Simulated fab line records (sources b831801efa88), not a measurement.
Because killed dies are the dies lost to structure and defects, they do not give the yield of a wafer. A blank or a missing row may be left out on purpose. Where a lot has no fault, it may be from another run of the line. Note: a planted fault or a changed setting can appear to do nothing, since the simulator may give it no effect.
The tool behind it: which one? ; flow sky130 ; 24 lots with 72 wafers sampled at 6 steps, on a route of 708 steps

## WHAT THE GAUGES SHOWED, per wafer
SKY_NWELL_OVL_MEAS_23. Usual: NWELL_01_OVL typically reads 0.9 nm, with standard deviation 1.5.
lot;measured;on;NWELL_01_OVL (nm);flag
L074;day 5 14:56;overlay-01;1.4 1.6 3.9;
L075;day 6 06:59;overlay-01;1.3 2.2 0.6;
L077;day 6 07:17;overlay-01;2.2 1.0 0.5;
L076;day 6 08:20;overlay-02;-0.1 -0.4 0.5;
L079;day 6 21:02;overlay-02;-1.3 -3.1 -1.7;
L078;day 6 22:41;overlay-01;-1.1 0.8 0.3;
L080;day 6 23:20;overlay-01;0.7 2.2 2.0;
L081;day 7 04:56;overlay-01;3.1 2.8 2.1;
L082;day 7 05:35;overlay-01;0.1 2.1 1.1;
L083;day 7 17:49;overlay-01;0.9 -0.2 0.1;
L084;day 7 18:59;overlay-01;-1.4 0.9 1.7;
L085;day 8 02:26;overlay-01;0.2 2.5 2.1;
L086;day 8 07:40;overlay-01;2.2 0.4 -0.6;
L087;day 8 09:14;overlay-01;0.8 1.4 2.3;
L088;day 9 00:28;overlay-02;1.0 1.7 0.7;
L089;day 9 05:35;overlay-02;-0.2 1.0 -1.0;
L090;day 9 13:07;overlay-02;-0.7 -1.9 -1.2;
L091;day 9 20:44;overlay-01;1.9 0.5 2.8;
L092;day 9 22:26;overlay-02;-0.5 0.1 -0.4;
L093;day 10 04:56;overlay-02;0.0 -2.2 -2.6;
L094;day 10 11:41;overlay-02;-0.1 1.0 0.5;
L095;day 10 14:52;overlay-01;1.2 0.8 1.1;
L096;day 10 21:26;overlay-01;2.3 0.5 2.5;
L097;day 11 01:44;overlay-01;2.4 4.8 4.7;

SKY_SD_N_RS_MEAS_16: a four-point-probe measurement. Usual: SD_N_RS typically reads 68.49 ohm/sq, with standard deviation 0.12.
lot;measured;on;SD_N_RS (ohm/sq);flag
L074;day 28 11:53;film metro-02;68.61 68.55 68.59;
L075;day 29 08:47;film metro-04;68.55 68.39 68.38;
L077;day 29 11:04;film metro-04;68.65 68.36 68.35;
L076;day 29 12:34;film metro-04;68.21 68.46 68.38;
L079;day 30 01:40;film metro-04;68.39 68.48 68.39;
L078;day 30 09:38;film metro-04;68.42 68.45 68.38;
L080;day 30 05:54;film metro-02;68.63 68.63 68.61;
L081;day 30 15:51;film metro-02;68.61 68.57 68.69;
L082;day 30 19:08;film metro-03;68.72 68.57 68.76;
L083;day 31 11:19;film metro-04;68.55 68.57 68.49;
L084;day 31 19:33;film metro-04;68.43 68.38 68.36;
L085;day 32 03:37;film metro-03;68.60 68.68 68.61;
L086;day 32 07:41;film metro-03;68.39 68.58 68.64;
L087;day 32 06:07;film metro-03;68.38 68.74 68.50;
L088;day 33 02:43;film metro-03;68.39 68.37 68.43;
L089;day 33 07:43;film metro-04;68.52 68.38 68.40;
L090;day 33 17:43;film metro-03;68.29 68.34 68.39;
L091;day 33 18:22;film metro-04;68.54 68.52 68.46;
L092;day 34 06:17;film metro-02;68.42 68.59 68.46;
L093;day 34 10:53;film metro-04;68.27 68.38 68.38;
L094;day 34 17:40;film metro-02;68.36 68.41 68.40;
L095;day 34 20:28;film metro-03;68.46 68.50 68.57;
L096;day 35 07:47;film metro-02;68.25 68.24 68.53;
L097;day 35 11:34;film metro-03;68.41 68.40 68.54;

SKY_LOCAL_INTERCONNECT_OVL_MEAS_12. Usual: LOCAL_INTERCONNECT_OVL typically reads -2 nm, with standard deviation 4.7.
lot;measured;on;LOCAL_INTERCONNECT_OVL (nm);flag
L074;day 30 22:42;overlay-01;-1 -2 0;
L075;day 31 18:03;overlay-01;-5 8 -3;
L077;day 31 20:18;overlay-01;-2 -5 -1;
L076;day 31 23:12;overlay-01;-5 -5 -8;
L079;day 32 13:14;overlay-02;3 2 2;
L078;day 32 19:25;overlay-01;4 0 -3;
L080;day 32 15:39;overlay-01;-4 -9 -3;
L081;day 33 00:48;overlay-02;-5 1 4;
L082;day 33 04:54;overlay-02;-5 -4 -9;
L083;day 33 20:41;overlay-02;-5 -5 -9;
L084;day 34 03:41;overlay-02;-8 1 -5;
L085;day 34 12:23;overlay-02;-7 5 -5;
L086;day 34 14:52;overlay-02;1 0 0;
L087;day 34 13:37;overlay-02;1 0 5;
L088;day 35 09:50;overlay-02;-10 -6 -8;
L089;day 35 14:05;overlay-02;-3 -3 2;
L090;day 36 01:09;overlay-02;5 3 2;
L091;day 36 01:31;overlay-02;4 -3 0;
L092;day 36 13:19;overlay-02;-9 -1 -2;
L093;day 36 17:15;overlay-02;-3 -4 -4;
L094;day 36 23:48;overlay-01;-2 2 -3;
L095;day 37 02:14;overlay-02;3 7 -4;
L096;day 37 14:58;overlay-02;6 3 7;
L097;day 37 19:01;overlay-01;-1 -5 -7;

SKY_CONTACT_RS_MEAS_25: a four-point-probe measurement. Usual: CONTACT_W_RS typically reads 0.336 ohm/sq, with standard deviation 0.0048.
lot;measured;on;CONTACT_W_RS (ohm/sq);flag
L074;day 32 04:47;film metro-03;0.333 0.332 0.344;
L075;day 32 23:34;film metro-02;0.328 0.332 0.334;
L077;day 33 01:32;film metro-01;0.338 0.342 0.336;
L076;day 33 04:32;film metro-01;0.340 0.334 0.334;
L079;day 33 17:38;film metro-01;0.331 0.331 0.338;
L078;day 34 00:06;film metro-03;0.334 0.333 0.338;
L080;day 33 20:56;film metro-03;0.337 0.340 0.335;
L081;day 34 06:02;film metro-01;0.338 0.329 0.339;
L082;day 34 10:49;film metro-01;0.332 0.338 0.340;
L083;day 35 01:47;film metro-01;0.338 0.337 0.324;
L084;day 35 07:55;film metro-01;0.324 0.339 0.327;
L085;day 35 16:23;film metro-02;0.339 0.336 0.336;
L086;day 35 19:40;film metro-03;0.341 0.340 0.342;
L087;day 35 18:22;film metro-01;0.341 0.333 0.341;
L088;day 36 14:14;film metro-02;0.325 0.339 0.328;
L089;day 36 19:23;film metro-03;0.331 0.331 0.337;
L090;day 37 05:37;film metro-01;0.341 0.341 0.338;
L091;day 37 05:59;film metro-03;0.339 0.341 0.335;
L092;day 37 18:36;film metro-01;0.339 0.338 0.333;
L093;day 37 21:47;film metro-02;0.342 0.337 0.344;
L094;day 38 03:55;film metro-03;0.343 0.342 0.340;
L095;day 38 05:59;film metro-03;0.343 0.337 0.335;
L096;day 38 18:05;film metro-02;0.335 0.335 0.334;
L097;day 38 22:44;film metro-01;0.334 0.335 0.343;

## WHAT TOOL EACH LOT RAN ON (gives the tool, then ch and the chambers of the sampled wafers, and finally the start)
lot;SKY_LDD_HVP_STRIP_09;SKY_LDD_LDN_STRIP_12
L074;plasma asher-04 ch 0,1, day 22 04:40;plasma asher-03 ch 0,1, day 23 11:33
L075;plasma asher-02 ch 0,1, day 23 02:34;plasma asher-03 ch 0,1, day 24 09:25
L077;plasma asher-01 ch 0,1, day 23 04:45;plasma asher-03 ch 0,1, day 24 11:30
L076;plasma asher-02 ch 0,1, day 23 04:49;plasma asher-02 ch 0,1, day 24 11:30
L079;plasma asher-04 ch 0,1, day 23 22:04;plasma asher-02 ch 0,1, day 25 04:24
L078;plasma asher-01 ch 1, day 24 07:40;plasma asher-03 ch 0,1, day 25 13:48
L080;plasma asher-01 ch 0,1, day 24 03:19;plasma asher-02 ch 0,1, day 25 08:15
L081;plasma asher-02 ch 0,1, day 24 14:00;plasma asher-02 ch 0,1, day 25 19:53
L082;plasma asher-02 ch 0,1, day 24 15:16;plasma asher-02 ch 0,1, day 25 21:25
L083;plasma asher-01 ch 1, day 25 10:37;plasma asher-01 ch 0,1, day 26 16:31
L084;plasma asher-02 ch 0,1, day 25 16:28;plasma asher-03 ch 0,1, day 26 22:49
L085;plasma asher-02 ch 0, day 26 00:40;plasma asher-02 ch 0, day 27 06:13
L086;plasma asher-02 ch 0, day 26 07:19;plasma asher-03 ch 0,1, day 27 12:49
L087;plasma asher-02 ch 0,1, day 26 06:07;plasma asher-03 ch 0,1, day 27 11:31
L088;plasma asher-02 ch 0,1, day 27 03:25;plasma asher-01 ch 0,1, day 28 08:27
L089;plasma asher-04 ch 0,1, day 27 09:10;plasma asher-01 ch 0,1, day 28 13:28
L090;plasma asher-01 ch 0,1, day 27 19:10;plasma asher-03 ch 1, day 29 00:12
L091;plasma asher-04 ch 0,1, day 27 21:36;plasma asher-03 ch 0,1, day 29 02:06
L092;plasma asher-02 ch 0,1, day 28 07:55;plasma asher-03 ch 0,1, day 29 12:51
L093;plasma asher-04 ch 0,1, day 28 12:25;plasma asher-01 ch 0,1, day 29 18:00
L094;plasma asher-01 ch 0,1, day 28 21:37;plasma asher-03 ch 0,1, day 30 02:34
L095;plasma asher-04 ch 0,1, day 29 00:07;plasma asher-01 ch 0,1, day 30 05:24
L096;plasma asher-04 ch 0,1, day 29 13:31;plasma asher-02 ch 0,1, day 30 18:10
L097;plasma asher-02 ch 0,1, day 29 15:39;plasma asher-03 ch 0,1, day 30 20:02
- SKY_LDD_HVP_STRIP_09: strips in O2/N2.
- SKY_LDD_LDN_STRIP_12: strips in O2/N2.

## AS READ BY THE TOOLS THEMSELVES (means over the sampled wafers that have a number; for cases with no such wafer, the mark the record gives instead)
SKY_LDD_HVP_STRIP_09. Usual: drypump motor current A 5.5 A, standard deviation 0.52; oes product au 0.409 a.u., standard deviation 0.0045; strip time to endpoint s 4.138 s, standard deviation 0.017.
lot;tool;drypump motor current A (A);oes product au (a.u.);strip time to endpoint s (s);flag
L074;plasma asher-04;5.7;0.410;4.143;
L075;plasma asher-02;5.0;0.413;4.128;
L077;plasma asher-01;6.2;0.409;4.150;
L076;plasma asher-02;5.0;0.407;4.103;
L079;plasma asher-04;5.7;0.407;4.141;
L078;plasma asher-01;6.1;0.409;4.151;
L080;plasma asher-01;6.2;0.404;4.136;
L081;plasma asher-02;5.2;0.407;4.135;
L082;plasma asher-02;5.2;0.404;4.136;
L083;plasma asher-01;6.2;0.409;4.115;
L084;plasma asher-02;5.0;0.415;4.130;
L085;plasma asher-02;5.4;0.410;4.160;
L086;plasma asher-02;5.4;0.410;4.138;
L087;plasma asher-02;5.0;0.408;4.148;
L088;plasma asher-02;5.0;0.409;4.159;
L089;plasma asher-04;5.7;0.411;4.131;
L090;plasma asher-01;6.2;0.408;4.135;
L091;plasma asher-04;5.7;0.411;4.118;
L092;plasma asher-02;5.0;0.411;4.128;
L093;plasma asher-04;5.5;0.411;4.140;
L094;plasma asher-01;6.2;0.408;4.127;
L095;plasma asher-04;5.7;0.410;4.151;
L096;plasma asher-04;5.6;0.406;4.141;
L097;plasma asher-02;5.2;0.410;4.167;

SKY_LDD_LDN_STRIP_12. Usual: drypump motor current A 5.7 A, standard deviation 0.54; oes product au 0.715 a.u., standard deviation 0.0043; strip time to endpoint s 14.20 s, standard deviation 0.041.
lot;tool;drypump motor current A (A);oes product au (a.u.);strip time to endpoint s (s);flag
L074;plasma asher-03;5.9;0.715;14.24;
L075;plasma asher-03;5.9;0.718;14.18;
L077;plasma asher-03;5.9;0.718;14.13;
L076;plasma asher-02;5.2;0.713;14.18;
L079;plasma asher-02;5.0;0.717;14.14;
L078;plasma asher-03;5.6;0.713;14.26;
L080;plasma asher-02;5.0;0.717;14.13;
L081;plasma asher-02;5.0;0.716;14.23;
L082;plasma asher-02;5.0;0.714;14.17;
L083;plasma asher-01;6.2;0.714;14.22;
L084;plasma asher-03;5.6;0.715;14.18;
L085;plasma asher-02;5.5;0.710;14.13;
L086;plasma asher-03;5.9;0.717;14.26;
L087;plasma asher-03;5.6;0.716;14.18;
L088;plasma asher-01;6.2;0.720;14.25;
L089;plasma asher-01;6.3;0.716;14.20;
L090;plasma asher-03;5.3;0.715;14.25;
L091;plasma asher-03;5.6;0.718;14.21;
L092;plasma asher-03;5.9;0.713;14.19;
L093;plasma asher-01;6.2;0.715;14.17;
L094;plasma asher-03;5.9;0.716;14.19;
L095;plasma asher-01;6.2;0.714;14.24;
L096;plasma asher-02;5.0;0.716;14.22;
L097;plasma asher-03;5.6;0.716;14.21;

## THE ANSWER, worked out from the rows above alone
Rule: lot off if the mean of its wafers having a number is beyond 3 standard deviations from the usual mean. A lot without any number at a reading at which 4 lots or more have one is off too. All remaining lots with rows at the step are treated as sound. Order of review: gauges by route order, followed by the tools' own readings, for which a lot's mean as printed above is used. At the first step where some lot is off, the reading lying furthest off is the one used; lots without a number count as furthest.
No lot is off on any of the readings shown, so nothing can be concluded from this.

## WHAT THE SIMULATOR HAD INSERTED
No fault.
